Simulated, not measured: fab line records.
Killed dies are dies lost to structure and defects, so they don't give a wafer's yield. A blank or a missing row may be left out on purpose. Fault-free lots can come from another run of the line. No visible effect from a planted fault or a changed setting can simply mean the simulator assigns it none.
Problem report in the 8D (eight disciplines) form, filled by code | flow sky130 | the parts of the form that need people (team, actions taken, sign-off) are left out

== 1. THE ISSUE ==
A mean of 106.48 s is read at SKY_VIA3_SOFTBAKE_08 for run length s, taken on 1 wafer of 1 lot, against 119.10 s (standard deviation 0.2) on wafers free of any fault. That puts it -63 standard deviations away from the usual mean.
The step: time 90 s.
The first sign was on wafer L836.3 at day 43 09:00, on litho track-01. Wafers with a number at this step in the record: 35, from 12 lots. Rule for "out" (also "out of limits"): further than 4 standard deviations from the usual mean. Any other wafer with a number is counted as sound.

== 2. WHAT THIS IS AND IS NOT ==
question                    | is                                 | is not
which readings at this step | run length s, heater power total W | -
which lots                  | L836                               | L823, L824, L825, L826, L827, L828, L829, L841, L843, L844, L845
which wafers of those lots  | L836.3                             | L836.5
read on which tools         | litho track-01                     | litho track-02, litho track-03
when                        | from day 43 09:00                  | up to then (22 sound wafers); but 12 sound wafers of L841, L843, L844, L845 came after

== 3. THE SUSPECTS, EACH WITH WHAT RULES IT OUT ==
Counting: if a tool at a process step up to the reading ran every lot that is out, it stays a suspect. Sound lots after the first of them don't rule it out here, since some wafers of a struck lot are sound.
- litho track-01 at SKY_VIA3_SOFTBAKE_08 (time 90 s): kept. It processed L836, the lot that is out, at day 43 09:00, and its most recent sound lot before then was L829 at day 40 21:00. Its own readings are out on those wafers: heater power total W, run length s.
The count leaves litho track-01 at SKY_VIA3_SOFTBAKE_08.

== 4. THE CAUSE (what the simulator had put in) ==
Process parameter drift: litho track-01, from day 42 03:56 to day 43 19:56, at SKY_VIA3_SOFTBAKE_08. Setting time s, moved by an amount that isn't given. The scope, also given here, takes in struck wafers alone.
The count eliminated every tool but this one.

== 5. THE EFFECT CHAIN, in route order ==
Rows list readings where the struck wafers' mean (over those with a number) sits beyond 3 standard deviations from the usual. Scope: only readings with a usual standard deviation given in the record; hours: median across lots of the time from each lot's start at the first step in this table that gives one to its start at this step; sigmas: change in usual standard deviations.
hours | step                 | reading              | usual    | on struck wafers | change | sigmas
0     | SKY_VIA3_SOFTBAKE_08 | heater power total W | 57.36 W  | 60.39            | +3.03  | +25
0     | SKY_VIA3_SOFTBAKE_08 | run length s         | 119.10 s | 106.48           | -12.62 | -63
The process steps in it:
- SKY_VIA3_SOFTBAKE_08: time 90 s.

== 6. HOW IT WOULD HAVE BEEN CAUGHT EARLIER ==
In this record no reading fell out of limits until day 43 09:00, 29 hours after the fault had begun at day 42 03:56.
